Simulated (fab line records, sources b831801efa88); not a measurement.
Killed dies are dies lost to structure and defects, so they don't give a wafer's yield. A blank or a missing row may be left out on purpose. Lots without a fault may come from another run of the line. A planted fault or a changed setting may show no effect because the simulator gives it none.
Chamber matching | flow gf180mcu | GF_V4_CMP_04 on cmp-01: 4 sister chambers
The step polishes SiO2. 8 wafers are shown with their chamber, then 11 later ones without.

WAFERS WITH THEIR CHAMBER
wafer  | chamber | motor_current_A (A) | time_to_endpoint_s (s)
L444.6 | 3       | 11.2                | 89
L452.1 | 2       | 12.1                | 72
L452.2 | 1       | 12.2                | 78
L452.6 | 1       | 12.2                | 82
L457.3 | 0       | 11.9                | 68
L457.5 | 3       | 11.4                | 73
L457.6 | 0       | 12.1                | 74
L458.2 | 2       | 12.5                | 77

WAFERS WITHOUT THEIR CHAMBER
wafer  | motor_current_A (A) | time_to_endpoint_s (s)
L458.4 | 11.0                | 90
L458.6 | 12.4                | 90
L460.1 | 11.6                | 76
L460.2 | 11.6                | 78
L460.3 | 12.6                | 70
L461.2 | 11.4                | 77
L461.4 | 12.1                | 80
L461.5 | 12.6                | 85
L463.1 | 11.6                | 84
L463.5 | 12.7                | 83
L463.6 | 12.4                | 84

WHICH CHAMBER EACH WENT THROUGH
wafer  | from the rows above          | in truth
L458.4 | 3                            | 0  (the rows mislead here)
L458.6 | can't be placed: 1 or 2 or 0 | 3
L460.1 | can't be placed: 3 or 0 or 1 | 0
L460.2 | can't be placed: 3 or 0 or 1 | 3
L460.3 | can't be placed: 2 or 1 or 0 | 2
L461.2 | 3                            | 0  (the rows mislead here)
L461.4 | can't be placed: 1 or 2 or 0 | 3
L461.5 | can't be placed: 2 or 1 or 0 | 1
L463.1 | can't be placed: 3 or 0 or 1 | 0
L463.5 | can't be placed: 2 or 1 or 0 | 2
L463.6 | can't be placed: 1 or 2 or 0 | 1
Placed correctly: 0 of 11. Can't be placed from these rows: 9 (the true chamber is among the candidates in 7). Placed wrongly: 2.
How it was worked out, from the rows above alone: a wafer's distance from a chamber is the root of the sum, over the readings, of the square of ((its reading less the chamber's mean) divided by the reading's scatter). The wafer belongs to the nearest chamber; if the next one is less than 2 further off, it can't be placed. A chamber's mean is the mean of its shown wafers. The scatter: the root of (the sum of the squares of (reading less its chamber's mean) over the shown wafers, divided by (wafers less chambers)).
